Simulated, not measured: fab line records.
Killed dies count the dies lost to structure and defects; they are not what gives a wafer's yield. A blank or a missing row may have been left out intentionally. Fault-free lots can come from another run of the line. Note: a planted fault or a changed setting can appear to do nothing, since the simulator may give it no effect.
Struck lot and sound lot, side by side / flow sky130 / 15 steps out of a route of 708
Sound: these wafers, L210.1, L210.3, L210.5. The struck wafers were L203.2, L203.3, L203.5. The cause comes at the end.
Each step with rows lists, per side, the tool, then ch with its chambers, then its first start. Under that, the readings that differ: sound wafers / struck wafers / difference of the means / sigmas: that difference in standard deviations of wafers without a fault.
alike: readings whose means differ by less than 2 such deviations, and words and numbers that are the same on both sides. not compared: withheld readings, readings that some wafer has no value for, bounds like >300 that may hide the same value, and numbers for which the record gives no deviation and whose values overlap.
Wherever a step has rows on one side only, a row that says differs or no value, or a row with sigmas, the two part there. Numbers that don't overlap but have no deviation are shown without sigmas and don't part them. Lack of a reading on every wafer of one side parts them only where that side has two or more wafers.

SKY_VIA4_STRIP_13: strips in O2/N2.
  sound on plasma asher-04 ch 0,1, day 45 21:13; struck on plasma asher-01 ch 0,1, day 43 15:10
  alike: drypump motor current A, oes product au, strip time to endpoint s
  not compared: rf hours counter h
then, 3 steps without rows for these wafers: SKY_VIA4_STRIP_14 (strips in post etch residue remover, time 1200 s); SKY_VIA4_CLEAN_15 (cleans in IPA, time 180 s); SKY_VIA4_CLEAN_16 (cleans in O3/DIW).
SKY_VIA4_SPUTTER_17: material TiN, target thk 20 nm, time 80 s.
  sound on pvd sputter-04, day 45 21:49; struck on pvd sputter-04, day 43 15:46
  alike: cathode dc power W, chamber pressure pa, throttle valve pct
then, 1 step without rows for these wafers: SKY_VIA4_CVD_18 (deposits W, target thk 505 nm, time 152.14 s).
SKY_VIA4_RS_MEAS_19: the measuring method here is four-point-probe.
  sound on film metro-01, day 45 22:01; struck on film metro-01, day 43 15:59
  alike: VIA4_W_RS
SKY_VIA4_THK_MEAS_20: measures by xrf.
  sound on film metro-01, day 45 22:08; struck on film metro-01, day 43 16:06
  alike: VIA4_W_THK
then, 1 step without rows for these wafers: SKY_VIA4_CMP_21 (polishes, stops on SiO2, t overpolish 25 s, target thk 0 nm).
SKY_METAL5_SPUTTER_00: material Ti, target thk 15 nm, time 10 s.
  sound on pvd sputter-03, day 45 22:40; struck on pvd sputter-02, day 43 16:35
  alike: cathode dc power W, chamber pressure pa, throttle valve pct
SKY_METAL5_SPUTTER_01: material TiN, target thk 20 nm, time 16.7 s.
  sound on pvd sputter-03, day 45 22:41; struck on pvd sputter-02, day 43 16:36
  alike: cathode dc power W, chamber pressure pa, throttle valve pct
then, 1 step without rows for these wafers: SKY_METAL5_SPUTTER_02 (material AlCu, target thk 1150 nm, time 61.2 s).
SKY_METAL5_SPUTTER_03: material Ti, target thk 5 nm, time 3.3 s.
  sound on pvd sputter-03, day 45 22:45; struck on pvd sputter-02, day 43 16:41
  no value came back on the struck wafers for cathode dc power W (W), chamber pressure pa (Pa), throttle valve pct (%); on the sound wafers cathode dc power W (W) reads 2999.3 3000.4 3000.3
SKY_METAL5_SPUTTER_04: material TiN, target thk 70 nm, time 58.3 s.
  sound on pvd sputter-03, day 45 22:46; struck on pvd sputter-02, day 43 16:42
  alike: cathode dc power W, chamber pressure pa, throttle valve pct
-- the record jumps here: 3 days lie between the struck wafers' starts before and after (it left off in module METAL5 and takes up again in module PAD_OPEN, whose first step shown is number 708 of the route) --
SKY_PAD_OPEN_PROBE_99:
  sound on prober-02, day 48 14:49; struck on prober-02, day 46 13:43
  alike: killed_at_M0_to_M3, killed_at_M4_up, killed at contacts, killed at front end, killed at other, killed dies, killed open, killed short

== WHERE THEY PART ==
SKY_METAL5_SPUTTER_03 only, going by this record. Later steps at which nothing parts them and some readings are alike: SKY_METAL5_SPUTTER_04, SKY_PAD_OPEN_PROBE_99.

WHY: what the simulator had put in
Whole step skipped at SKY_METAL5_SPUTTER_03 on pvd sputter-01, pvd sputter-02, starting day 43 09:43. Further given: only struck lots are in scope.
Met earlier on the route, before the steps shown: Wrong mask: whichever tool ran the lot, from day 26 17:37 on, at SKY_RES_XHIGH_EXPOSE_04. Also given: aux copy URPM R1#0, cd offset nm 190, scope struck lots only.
